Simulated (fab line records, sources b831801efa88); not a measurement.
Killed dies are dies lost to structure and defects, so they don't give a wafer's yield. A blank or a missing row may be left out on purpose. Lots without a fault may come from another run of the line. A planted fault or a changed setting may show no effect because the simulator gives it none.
Which tool did it? | flow gf180mcu | 13 lots, 39 wafers sampled, at 2 steps of a route of 602

WHAT THE GAUGES READ, wafer by wafer
GF_MIM_RS_MEAS_10: measures by four-point-probe.
lot  | measured     | on            | MIM_ALCU_RS (ohm/sq)
L973 | day 24 17:40 | film_metro-02 | 0.1586 0.1593 0.1592
L975 | day 26 06:08 | film_metro-03 | 0.1579 0.1583 0.1577
L976 | day 26 08:06 | film_metro-04 | 0.1605 0.1610 0.1613
L978 | day 26 12:34 | film_metro-04 | 0.1599 0.1609 0.1621
L979 | day 27 07:35 | film_metro-04 | 0.1579 0.1597 0.1603
L980 | day 27 12:51 | film_metro-04 | 0.1612 0.1614 0.1603
L981 | day 28 03:17 | film_metro-04 | 0.1627 0.1608 0.1605
L982 | day 28 05:11 | film_metro-02 | 0.1595 0.1599 0.1592
L983 | day 28 05:50 | film_metro-03 | 0.1591 0.1610 0.1607
L984 | day 28 08:41 | film_metro-02 | 0.1602 0.1593 0.1599
L985 | day 29 00:40 | film_metro-03 | 0.1637 0.1606 0.1610
L993 | day 31 00:13 | film_metro-02 | 0.1618 0.1609 0.1619
L995 | day 31 16:56 | film_metro-04 | 0.1562 0.1561 0.1579

WHICH TOOL RAN EACH LOT (tool, then ch and the chambers of the sampled wafers, then the start)
lot  | GF_MIM_SPUTTER_02
L973 | pvd_sputter-02, day 24 17:20
L975 | pvd_sputter-02, day 26 05:52
L976 | pvd_sputter-01, day 26 07:49
L978 | pvd_sputter-02, day 26 12:17
L979 | pvd_sputter-01, day 27 07:17
L980 | pvd_sputter-03, day 27 12:31
L981 | pvd_sputter-02, day 28 03:01
L982 | pvd_sputter-03, day 28 04:52
L983 | pvd_sputter-01, day 28 05:33
L984 | pvd_sputter-01, day 28 08:25
L985 | pvd_sputter-01, day 29 00:21
L993 | pvd_sputter-03, day 30 23:53
L995 | pvd_sputter-02, day 31 16:39
- GF_MIM_SPUTTER_02: material AlCu, target thk 450 nm, time 23.9 s.

WHAT THE TOOLS THEMSELVES READ (means of the sampled wafers that have a number; where no wafer has one, the mark that the record gives instead)
GF_MIM_SPUTTER_02.
lot  | tool           | throttle_valve_pct (%)
L973 | pvd_sputter-02 | 30.4
L975 | pvd_sputter-02 | 30.8
L976 | pvd_sputter-01 | 29.1
L978 | pvd_sputter-02 | 31.1
L979 | pvd_sputter-01 | 29.7
L980 | pvd_sputter-03 | 30.0
L981 | pvd_sputter-02 | 30.5
L982 | pvd_sputter-03 | 30.2
L983 | pvd_sputter-01 | 29.5
L984 | pvd_sputter-01 | 29.2
L985 | pvd_sputter-01 | 29.3
L993 | pvd_sputter-03 | 30.9
L995 | pvd_sputter-02 | 30.9

THE ANSWER, worked out from the rows above alone
Rule: what is usual is taken from the lots themselves. Put in order of their means at a reading, lots are off if they are a third of the lots or fewer, leave a main group of 4 or more, and stand apart from it by a gap of 3 or more times the standard deviation of the main group's means; of several such gaps the widest counts. A main group whose means are all the same, to the digits that the tables above print for the reading, isn't used. A lot without any number at a reading at which 4 lots or more have one is off too. The other lots that the step has rows for count as sound. The gauges are gone through in route order, then the tools' own readings, and for those a lot's mean is taken as printed above. The first step at which some lot is off is used, and at that step the reading that is off furthest; a lot without a number counts as furthest.
No lot is off at any reading shown: from this, nothing can be told.

WHAT THE SIMULATOR HAD PUT IN
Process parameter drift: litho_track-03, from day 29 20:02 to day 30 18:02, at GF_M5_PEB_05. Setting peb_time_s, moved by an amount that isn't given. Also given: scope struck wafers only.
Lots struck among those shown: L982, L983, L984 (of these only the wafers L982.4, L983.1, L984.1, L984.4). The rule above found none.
